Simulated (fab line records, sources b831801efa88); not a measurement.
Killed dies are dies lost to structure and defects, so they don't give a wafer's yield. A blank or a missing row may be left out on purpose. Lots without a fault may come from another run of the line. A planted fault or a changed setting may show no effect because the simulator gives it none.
fab line records | flow gf180mcu
record lots=15 wafers=45 last_day=34
route steps=602 shown V1@348
lots that met no fault: from a run of the same line without faults
start_h: hours from the record's first day to the start of the lot's first wafer shown | wait_h: hours since the lot's step before | " the same as in the row above | L1.1+2: a row that stands for several wafers | - no value, or no start given | * or withheld: withheld | < > ~ a bound
route shown NAME@n: a module of which the file shows steps, and the number in the route of the first | usual: mean/standard deviation of fault-free wafers | same: alike in all rows | chamber/n: place in a boat | sites: the reading at each site | _std_site: their standard deviation | _edge_site: outer sites' mean less inner sites' | radius_mm: how far each site lies from the wafer's centre | mask NAME#n: copy n | behind: the tool/chamber that last shaped the wafer | hold: why the lot was held/for how many hours/how that ended | device: the transistor (n, p or np) that didn't switch | end of line: the same wafers' tests at the end of the route | a step without rows: its recipe alone | killed: dies lost to structure and defects at the first sort, not the wafer's yield | map: a wafer's dies, x killed, . not, _ none there
set.NAME: the setting as run; set.NAME@STEP: as run at that earlier step | model.NAME: the simulator's own value behind a step, which no gauge read
steps of the route over a sample of lots; a table a step, a row a wafer
services: from which hour (start_h, from the record's first day; less than 0 if before it) a tool's chamber was out of use, for how many hours, and why
## steps
# step GF_V1_DEVELOP_13
# recipe develop_time_s=60 resist=KrF dev_temp_c=21
# usual chill_plate_temp_C=22.99/0.1 develop_time_s=60/0 developer_temp_C=21.01/0.11
# columns lot.wafer tool chamber start_h wait_h chill_plate_temp_C develop_time_s developer_temp_C
L218.3 litho_track-02 0 440.35 0.1 22.97 60 21.14
L218.4 " 0 " " 22.91 60 21.05
L218.6 " 0 " " 23.16 60 21.09
L217.1 litho_track-03 0 442.53 0.2 23.05 60 21.01
L217.2 " 0 " " 22.99 60 21.10
L217.6 " 0 " " 22.85 60 20.91
L219.1 litho_track-03 0 454.53 0.2 23.05 60 20.97
L219.2 " 0 " " 23.08 60 21.16
L219.4 " 0 " " 23.15 60 21.01
L221.1 litho_track-03 0 471.68 0.2 23.08 60 21.01
L221.2 " 0 " " 22.98 60 20.75
L221.3 " 0 " " 22.90 60 21.04
L222.3 litho_track-02 0 471.85 0.1 23.09 60 20.95
L222.4 " 0 " " 23.12 60 20.96
L222.6 " 0 " " 23.10 60 21.00
L223.3 litho_track-03 0 485.63 0.1 23.08 60 21.04
L223.4 " 0 " " 23.16 60 21.01
L223.6 " 0 " " 23.01 60 21.00
L224.1 litho_track-04 0 492.27 0.2 23.15 60 21.14
L224.3 " 0 " " 22.99 60 21.19
L224.6 " 0 " " 22.97 60 21.15
L227.4 litho_track-04 0 518.79 0.1 22.98 60 21.22
L227.5 " 0 " " 22.93 60 20.95
L227.6 " 0 " " 22.96 60 21.06
L228.1 litho_track-03 - 520.43 0.2 - - -
L228.5 " - " " - - -
L228.6 " - " " - - -
L229.4 litho_track-03 - 537.81 0.1 - - -
L229.5 " - " " - - -
L229.6 " - " " - - -
L230.1 litho_track-02 - 542.55 0.2 - - -
L230.2 " - " " - - -
L230.5 " - " " - - -
L231.2 litho_track-04 0 548.29 0.2 22.91 60 20.93
L231.5 " 0 " " 22.88 60 20.89
L231.6 " 0 " " 22.90 60 21.08
L236.4 litho_track-04 0 582.64 0.1 22.93 60 20.78
L236.5 " 0 " " 22.94 60 20.85
L236.6 " 0 " " 22.83 60 20.72
L237.1 litho_track-02 0 591.40 0.2 22.93 60 21.19
L237.4 " 0 " " 22.97 60 21.13
L237.6 " 0 " " 22.89 60 21.17
L238.1 litho_track-04 0 600.22 0.2 23.14 60 21.07
L238.3 " 0 " " 23.08 60 20.83
L238.4 " 0 " " 23.22 60 20.78
## services
# columns tool chamber start_h hours kind
litho_track-03 - 465.84 - consumable_replace:filter
## key
first_sign step=GF_V1_DEVELOP_13 reading=tool_record direction=missing
effect none on later readings
met_at GF_V1_DEVELOP_13
struck_lots L228,L229,L230
later_rows_left_out L228.1,L228.5,L228.6,L229.4,L229.5,L229.6,L230.1,L230.2,L230.5
sort_left_out L228.1,L228.5,L228.6,L229.4,L229.5,L229.6,L230.1,L230.2,L230.5
onset_between 485.63 520.43
fault kind=skipped_step_whole tool=litho_track-02,litho_track-03 chamber=- onset_h=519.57 steps=GF_V1_DEVELOP_13 scope=struck_lots_only
# sort_left_out: the simulated sort isn't trusted on such a fault, so these wafers' sort isn't shown, and their yield isn't known
# later_rows_left_out: the simulator's readings of these wafers behind a module that went badly wrong aren't trusted and aren't shown, but for the sort
